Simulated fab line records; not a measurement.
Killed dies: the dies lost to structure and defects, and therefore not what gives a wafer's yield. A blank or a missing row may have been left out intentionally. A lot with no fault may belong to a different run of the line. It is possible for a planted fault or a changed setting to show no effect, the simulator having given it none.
A single fault, viewed from 2 desks    flow gf180mcu    each desk has only its own numbers; what lay behind them comes last

== METROLOGY DESK ==
What the gauges read, lot by lot, whatever tool the lot ran on: means of the sampled wafers that have a number. Any lot whose mean is over 4 standard deviations away from the usual mean is out of limits and marked OUT; that distance is given in the brackets.
Columns: A = HV_LDD_3_TW at GF_HV_LDD_TW_MEAS_38, usual 1431
lot   first seen here  A
L761  day 11 12:54     1438
L762  day 11 17:58     1454
L771  day 14 23:03     1407
L772  day 15 07:41     1413
L773  day 15 17:40     1445
L774  day 15 19:22     1411
L775  day 16 03:16     1407
L776  day 16 11:04     1447
L779  day 17 05:01     1409
L780  day 17 19:13     1409
L781  day 18 03:43     1431
L782  day 18 18:01     1433
L783  day 19 05:03     1447
L784  day 19 05:27     1413
This desk's verdict: no lot among the 14 shows anything out of limits.

== DESK OF THE TOOL OWNER: lpcvd-01 ==
The tool's own readings at GF_HV_LDD_CVD_54 (deposits SiO2 from TEOS, target thk 10 nm, time 75 s): means of the sampled wafers that have a number, for each lot that ran on this tool. Any lot whose mean is over 4 standard deviations away from the usual mean is out of limits and marked OUT; that distance is given in the brackets.
Columns: A = pressure_mtorr at GF_HV_LDD_CVD_54, usual 400.1 mTorr; B = spike_tc_bottom_C at GF_HV_LDD_CVD_54, usual 699.3 C; C = spike_tc_lower_C at GF_HV_LDD_CVD_54, usual 679.6 C; D = zone_power_centre_pct at GF_HV_LDD_CVD_54, usual 10.3 %; E = zone_power_lower_pct at GF_HV_LDD_CVD_54, usual 11.2 %
lot   first seen here  A      B      C      D    E
L773  day 16 14:59     400.1  697.7  678.7  9.7  10.8
L774  day 16 16:53     399.9  697.9  679.0  9.8  10.8
L776  day 17 09:44     399.9  703.6  680.3  9.5  14.1
L782  day 19 17:56     400.4  697.9  678.2  9.9  10.9
L783  day 20 05:35     400.6  698.6  678.6  9.9  10.8
This desk's verdict: no lot among the 5 shows anything out of limits.

== TAKEN TOGETHER ==
At the metrology desk, nothing out of limits was observed.
Nothing out of limits was seen by the tool owner's desk.

== WHAT THE SIMULATOR HAD PUT IN ==
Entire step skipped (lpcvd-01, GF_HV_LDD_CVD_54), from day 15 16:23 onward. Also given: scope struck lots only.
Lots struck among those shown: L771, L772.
